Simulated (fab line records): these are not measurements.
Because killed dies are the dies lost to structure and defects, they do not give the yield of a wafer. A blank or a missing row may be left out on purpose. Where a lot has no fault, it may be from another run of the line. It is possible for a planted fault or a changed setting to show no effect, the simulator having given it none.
A lot that was struck, set against a sound lot + flow sky130 + 20 out of 708 route steps
Sound: these wafers, L834.1, L834.3, L834.4. Struck: wafers L825.1, L825.2, L825.3. The cause comes at the end.
Per side, at each step with rows, come the tool, then ch with its chambers, and then its first start. Under that, the readings that differ: sound wafers + struck wafers + difference of the means + sigmas: that difference in standard deviations of wafers without a fault.
alike: readings with means less than 2 such deviations apart, plus words and numbers identical on both sides. not compared: withheld readings, readings lacking a value on some wafer, bounds such as >300 that could conceal the same value, and numbers that have no deviation in the record and whose values overlap.
Wherever a step has rows on one side only, a row that says differs or no value, or a row with sigmas, the two part there. When numbers do not overlap yet have no deviation, they are printed without sigmas and do not part them. A reading missing from all wafers of one side parts the sides only when that side holds two or more wafers.

first, 8 steps without rows for these wafers: SKY_RES_XHIGH_DEHYDRATE_00 (time 60 s); SKY_RES_XHIGH_HMDS_01 (prime time 60 s); SKY_RES_XHIGH_COAT_02 (resist thk 1140 nm); SKY_RES_XHIGH_SOFTBAKE_03 (time 60 s); SKY_RES_XHIGH_EXPOSE_04 (exposes mask URPM, target cd 1270 nm); SKY_RES_XHIGH_PEB_05; SKY_RES_XHIGH_DEVELOP_06 (develop time 60 s); SKY_RES_XHIGH_IMPLANT_07.
SKY_RES_XHIGH_STRIP_08: strips in O2/N2.
  sound on plasma asher-03 ch 0,1, day 34 20:08; struck on plasma asher-03 ch 0,1, day 28 00:56
  alike: drypump motor current A, oes product au, strip time to endpoint s
  not compared: rf hours counter h
SKY_RES_XHIGH_TW_MEAS_09:
  struck on film metro-03, day 28 01:02; sound on film metro-02, day 34 20:14
  alike: RES_XHIGH_TW
then, 2 steps without rows for these wafers: SKY_SD_N_DEHYDRATE_00 (time 60 s); SKY_SD_N_HMDS_01 (prime time 60 s).
SKY_SD_N_COAT_02: resist thk 1140 nm.
  sound on litho track-02 ch 0, day 35 07:56; struck on litho track-01, day 28 13:44
  no value came back on the struck wafers for chill plate temp C (C), dispense pressure kPa (kPa); on the sound wafers chill plate temp C (C) reads 22.95 22.89 22.96
then, 4 steps without rows for these wafers: SKY_SD_N_SOFTBAKE_03 (time 60 s); SKY_SD_N_EXPOSE_04 (exposes mask NSDM, target cd 380 nm); SKY_SD_N_PEB_05; SKY_SD_N_DEVELOP_06 (develop time 60 s).
SKY_SD_N_CD_MEAS_07 targets a cd of 380 nm.
  struck on cd sem-01, day 29 04:38; sound on cd sem-01, day 35 20:53
| reading    | sound             | struck | difference                    | sigmas |
|------------|-------------------|--------|-------------------------------|--------|
| cd nm (nm) | 378.4 377.4 379.8 | - - -  | no value on the struck wafers |        |
SKY_SD_N_OVL_MEAS_08:
  struck on overlay-02, day 29 04:45; sound on overlay-02, day 35 21:00
| reading       | sound       | struck | difference                    | sigmas |
|---------------|-------------|--------|-------------------------------|--------|
| SD_N_OVL (nm) | 2.0 0.7 1.3 | - - -  | no value on the struck wafers |        |
-- the record jumps here: 18 days lie between the struck wafers' starts before and after (it left off in module SD_N and takes up again in module PAD_OPEN, whose first step shown is number 708 of the route) --
SKY_PAD_OPEN_PROBE_99:
  struck on prober-01, day 46 22:57; sound on prober-02, day 51 11:31
| reading             | sound     | struck      | difference | sigmas |
|---------------------|-----------|-------------|------------|--------|
| killed at front end | 25 11 21  | 423 442 414 | +407       | +91    |
| killed dies         | 99 98 113 | 492 492 492 | +389       | +40    |
| killed on rim       | 16 18 26  | 96 96 96    | +76        | +20    |
  alike: killed_at_M0_to_M3, killed_at_M4_up, killed at contacts, killed open, killed short

== WHERE THEY PART ==
Last at SKY_PAD_OPEN_PROBE_99 as far as this record goes, first at SKY_SD_N_COAT_02.

WHY: the cause the simulator had injected
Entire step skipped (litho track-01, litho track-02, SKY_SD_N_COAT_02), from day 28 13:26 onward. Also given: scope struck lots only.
